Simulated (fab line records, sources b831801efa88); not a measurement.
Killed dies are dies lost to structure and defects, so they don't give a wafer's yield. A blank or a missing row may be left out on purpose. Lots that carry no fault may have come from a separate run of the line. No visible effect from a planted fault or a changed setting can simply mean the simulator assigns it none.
Problem report in the 8D (eight disciplines) form, filled by code || flow gf180mcu || the parts of the form that need people (team, actions taken, sign-off) are left out

== 1. THE PROBLEM ==
Wafers without a fault read 1500.1, standard deviation 0.48; beam-energy-keV at GF_DNWELL_IMPLANT_07 reads a mean of 1633.1 on 6 wafers belonging to 2 lots. That is +99 or more standard deviations from the usual mean.
Earliest sighting: wafer L793.1 on implanter-01 at day 5 22:28. At this step, 18 wafers from 6 lots have a number in the record. The rule behind "out" and "out of limits": a value lying over 4 standard deviations away from the usual mean. All remaining wafers that have a number are taken as sound.

== 2. WHAT IT IS, WHAT IT ISN'T ==
{"question": "which readings at this step", "is": "beam-energy-keV", "is not": "end-station-pressure-torr"}
{"question": "which lots", "is": "L793, L794", "is not": "L783, L791, L800, L802"}
{"question": "which wafers of those lots", "is": "all that have a number", "is not": "-"}
{"question": "read on which tools", "is": "implanter-01", "is not": "implanter-02, implanter-04"}
{"question": "when", "is": "from day 5 22:28", "is not": "up to then (6 sound wafers); but 6 sound wafers of L800, L802 came after"}

== 3. THE SUSPECTS, EACH WITH WHAT RULES IT OUT ==
Counting: a tool at a process step up to the reading stays a suspect if it ran every lot that is out and no sound lot after the first of them.
- implanter-01 at GF_DNWELL_IMPLANT_07: kept. It processed each lot that is out, first L793 at day 5 22:28, and no sound lot thereafter; up to then, the last sound lot it processed was L783 at day 3 14:54. On those wafers its own readings are out: beam-energy-keV.
Left after counting: implanter-01 at GF_DNWELL_IMPLANT_07.

== 4. THE CAUSE (what the simulator had put in) ==
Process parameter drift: implanter-01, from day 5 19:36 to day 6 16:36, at GF_DNWELL_IMPLANT_07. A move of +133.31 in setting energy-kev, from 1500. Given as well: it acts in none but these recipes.
This tool alone remained once counting was done.

== 5. SEQUENCE OF EFFECTS, ordered by route ==
Rows list readings where the struck wafers' mean (over those with a number) sits beyond 3 standard deviations from the usual. Readings are gone through only where the record gives a usual standard deviation; hours: the median, over the lots, of the time from a lot's start at the first step in this table giving one to that lot's start at this step; sigmas: the change measured in usual standard deviations.
{"hours": 0, "step": "GF_DNWELL_IMPLANT_07", "reading": "beam-energy-keV", "usual": 1500.1, "on struck wafers": 1633.1, "change": "+133.0", "sigmas": "+99 or more"}
The process steps in it:
- GF_DNWELL_IMPLANT_07

== 6. HOW IT WOULD HAVE BEEN CAUGHT EARLIER ==
The fault began at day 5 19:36; the first out-of-limits reading in this record came at day 5 22:28, 3 hours later.
